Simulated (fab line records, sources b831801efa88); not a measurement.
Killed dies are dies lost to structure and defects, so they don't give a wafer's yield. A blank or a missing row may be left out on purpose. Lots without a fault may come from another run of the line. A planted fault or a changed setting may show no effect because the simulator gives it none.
fab line records | flow gf180mcu
record lots=6 wafers=18 last_day=34
route steps=602 shown VT_IMPLANT@106
lots that met no fault: from a run of the same line without faults
start_h: hours from the record's first day to the start of the lot's first wafer shown | wait_h: hours since the lot's step before | " the same as in the row above | L1.1+2: a row that stands for several wafers | - no value, or no start given | * or withheld: withheld | < > ~ a bound
route shown NAME@n: a module of which the file shows steps, and the number in the route of the first | usual: mean/standard deviation of fault-free wafers | same: alike in all rows | chamber/n: place in a boat | sites: the reading at each site | _std_site: their standard deviation | _edge_site: outer sites' mean less inner sites' | radius_mm: how far each site lies from the wafer's centre | mask NAME#n: copy n | behind: the tool/chamber that last shaped the wafer | hold: why the lot was held/for how many hours/how that ended | device: the transistor (n, p or np) that didn't switch | end of line: the same wafers' tests at the end of the route | a step without rows: its recipe alone | killed: dies lost to structure and defects at the first sort, not the wafer's yield | map: a wafer's dies, x killed, . not, _ none there
set.NAME: the setting as run; set.NAME@STEP: as run at that earlier step | model.NAME: the simulator's own value behind a step, which no gauge read
lots at some steps of the route; a table a step, a row a wafer
services: from which hour (start_h, from the record's first day; less than 0 if before it) a tool's chamber was out of use, for how many hours, and why
## steps
# step GF_VT_IMPLANT_PEB_16
# recipe temp_c=withheld time_s=* resist=NOVOLAK
# step GF_VT_IMPLANT_DEVELOP_17
# recipe develop_time_s=60 dev_temp_c=23
# step GF_VT_IMPLANT_OVL_MEAS_18
# usual VT_IMPLANT_01_OVL=0.2/1.4
# columns lot.wafer tool chamber start_h wait_h VT_IMPLANT_01_OVL[nm]
L579.2 overlay-01 - 197.66 0.1 -0.6
L579.3 " - " " 3.0
L579.4 " - " " 0.7
L580.1 overlay-01 - 203.92 0.1 -2.3
L580.2 " - " " -0.9
L580.5 " - " " -0.5
L581.2 overlay-02 - 208.07 0.1 -1.2
L581.4 " - " " 0.7
L581.5 " - " " -1.4
L587.4 overlay-01 - 245.28 0.1 -0.2
L587.5 " - " " -0.7
L587.6 " - " " 3.2
L588.3 overlay-02 - 253.58 0.1 1.7
L588.5 " - " " -2.6
L588.6 " - " " -1.3
L590.1 overlay-01 - 265.01 0.1 0.3
L590.3 " - " " -0.7
L590.6 " - " " 2.4
# step GF_VT_IMPLANT_IMPLANT_19
# recipe species=As energy_kev=100 dose_cm2=4.35e+12 tilt_deg=7
# step GF_VT_IMPLANT_STRIP_20
# recipe chemistry=O2/N2 power_w=1400 pressure_mtorr=1500 platen_temp_c=250 o2_flow_sccm=3000 n2_flow_sccm=300 overash_fraction=0.5
# usual drypump_motor_current_A=5.8/0.36 heater_power_w=328/36 n2_flow_sccm=300.0/0.92 oes_product_au=0.716/0.0046 strip_time_to_endpoint_s=12.63/0.031
# columns lot.wafer tool chamber start_h wait_h drypump_motor_current_A heater_power_w n2_flow_sccm oes_product_au rf_hours_counter_h strip_time_to_endpoint_s
L579.2 plasma_asher-02 1 197.84 0.1 5.5 298 300.7 0.718 51 12.60
L579.3 " 1 " " 5.5 296 301.1 0.720 - 12.63
L579.4 " 0 " " 6.2 342 301.4 0.722 - 12.65
L580.1 plasma_asher-03 0 204.11 0.1 5.3 310 300.1 0.711 44 12.66
L580.2 " 1 " " 5.4 374 300.2 0.725 44 12.62
L580.5 " 1 " " 5.5 364 299.9 0.715 - 12.65
L581.2 plasma_asher-03 0 208.25 0.1 5.3 321 299.8 0.720 45 12.65
L581.4 " 0 " " 5.4 318 300.6 0.719 - 12.62
L581.5 " 0 " " 5.3 321 300.1 0.710 - 12.62
L587.4 plasma_asher-02 0 245.48 0.1 6.2 345 300.9 0.710 - 12.63
L587.5 " 0 " " 6.2 330 301.6 0.711 - 12.63
L587.6 " 1 " " 5.5 289 299.9 0.716 - 12.65
L588.3 plasma_asher-02 0 253.78 0.1 6.2 340 299.9 0.720 - 12.61
L588.5 " 1 " " 5.5 289 300.2 0.723 - 12.62
L588.6 " 0 " " 6.2 338 300.8 0.720 - 12.59
L590.1 plasma_asher-04 0 265.20 0.1 5.9 383 300.8 0.724 17 12.63
L590.3 " 1 " " 6.2 293 301.3 0.717 - 12.62
L590.6 " 0 " " 5.9 375 300.0 0.718 - 12.57
# step GF_VT_IMPLANT_TW_MEAS_21
# usual VT_IMPLANT_2_TW=1223/8.5
# columns lot.wafer tool chamber start_h wait_h VT_IMPLANT_2_TW
L579.2 film_metro-04 - 197.95 0.1 1211
L579.3 " - " " 1213
L579.4 " - " " 1222
L580.1 film_metro-04 - 204.21 0.1 1213
L580.2 " - " " 1217
L580.5 " - " " 1222
L581.2 film_metro-04 - 208.36 0.1 1224
L581.4 " - " " 1225
L581.5 " - " " 1222
L587.4 film_metro-02 - 245.58 0.1 1227
L587.5 " - " " 1228
L587.6 " - " " 1228
L588.3 film_metro-04 - 253.87 0.1 1206
L588.5 " - " " 1206
L588.6 " - " " 1208
L590.1 film_metro-01 - 265.30 0.1 1215
L590.3 " - " " 1216
L590.6 " - " " 1214
# step GF_VT_IMPLANT_DEHYDRATE_22
# recipe temp_c=200 time_s=60
# step GF_VT_IMPLANT_HMDS_23
# recipe prime_time_s=60 prime_temp_c=120
# step GF_VT_IMPLANT_COAT_24
# recipe resist=NOVOLAK spin_rpm=3000 resist_thk_nm=1000
# step GF_VT_IMPLANT_SOFTBAKE_25
# recipe temp_c=90 time_s=60 resist=NOVOLAK
# step GF_VT_IMPLANT_EXPOSE_26
# recipe mask_id=LVPWELL_HV_AREA target_cd_nm=860 na=0.6 source_shape=conventional sigma_outer=0.6 dose_mj=140
# step GF_VT_IMPLANT_PEB_27
# recipe temp_c=withheld time_s=* resist=NOVOLAK
# step GF_VT_IMPLANT_DEVELOP_28
# recipe develop_time_s=60 dev_temp_c=23
# usual chill_plate_temp_C=23.02/0.12 develop_time_s=60/0 developer_temp_C=23.00/0.1 exhaust_pa=44.8/0.9 resist_line_temp_C=23.02/0.095
# columns lot.wafer tool chamber start_h wait_h chill_plate_temp_C develop_time_s developer_temp_C exhaust_pa resist_line_temp_C
L579.2 litho_track-03 - 215.45 0.1 - - - - -
L579.3 " - " " - - - - -
L579.4 " - " " - - - - -
L580.1 litho_track-03 - 221.37 0.1 - - - - -
L580.2 " - " " - - - - -
L580.5 " - " " - - - - -
L581.2 litho_track-03 0 225.45 0.1 22.92 60 22.95 45.5 22.82
L581.4 " 0 " " 22.93 60 22.94 45.7 23.00
L581.5 " 0 " " 22.95 60 22.84 45.6 23.03
L587.4 litho_track-03 0 264.45 0.1 22.96 60 22.88 45.6 22.94
L587.5 " 0 " " 23.01 60 22.81 44.4 23.16
L587.6 " 0 " " 23.05 60 22.95 45.6 23.04
L588.3 litho_track-01 0 272.15 0.1 23.33 60 23.08 45.6 23.16
L588.5 " 0 " " 23.17 60 23.07 44.8 23.01
L588.6 " 0 " " 23.21 60 23.15 44.6 22.97
L590.1 litho_track-02 0 284.61 0.1 22.94 60 23.06 43.4 22.94
L590.3 " 0 " " 23.04 60 23.07 43.9 23.02
L590.6 " 0 " " 23.09 60 23.02 44.7 23.10
# step GF_VT_IMPLANT_OVL_MEAS_29
# usual VT_IMPLANT_02_OVL=-1.0/1.2
# columns lot.wafer tool chamber start_h wait_h VT_IMPLANT_02_OVL[nm]
L579.2 overlay-02 - 215.58 0.1 -
L579.3 " - " " -
L579.4 " - " " -
L580.1 overlay-01 - 221.52 0.1 -
L580.2 " - " " -
L580.5 " - " " -
L581.2 overlay-02 - 225.58 0.1 -2.4
L581.4 " - " " -2.2
L581.5 " - " " -0.8
L587.4 overlay-02 - 264.54 0.1 0.4
L587.5 " - " " -0.5
L587.6 " - " " 0.6
L588.3 overlay-02 - 272.26 0.1 -0.2
L588.5 " - " " -0.1
L588.6 " - " " 0.1
L590.1 overlay-01 - 284.76 0.1 -2.5
L590.3 " - " " -4.1
L590.6 " - " " -1.7
## services
# columns tool chamber start_h hours kind
plasma_asher-04 - 229.60 7.2 repair
## key
first_sign step=GF_VT_IMPLANT_DEVELOP_28 reading=tool_record direction=missing
effect none on later readings
met_at GF_VT_IMPLANT_DEVELOP_28
struck_wafers L579.2,L579.3,L579.4,L580.1,L580.2,L580.5
later_rows_left_out L579.2,L579.3,L579.4,L580.1,L580.2,L580.5
sort_left_out L579.2,L579.3,L579.4,L580.1,L580.2,L580.5
tester_left_out L579,L580
fault kind=skipped_step_whole tool=litho_track-03 chamber=- onset_h=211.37 steps=GF_VT_IMPLANT_DEVELOP_28 scope=struck_lots_only
# tester_left_out: of these lots the tester's yield and bins aren't shown, on N5 and GAA mostly nor the transistor test; their killed dies are dies lost to structure and defects alone, not to doping, threshold or leakage, so they don't give the yield
# sort_left_out: the simulated sort isn't trusted on such a fault, so these wafers' sort isn't shown, and their yield isn't known
# later_rows_left_out: the simulator's readings of these wafers behind a module that went badly wrong aren't trusted and aren't shown, but for the sort
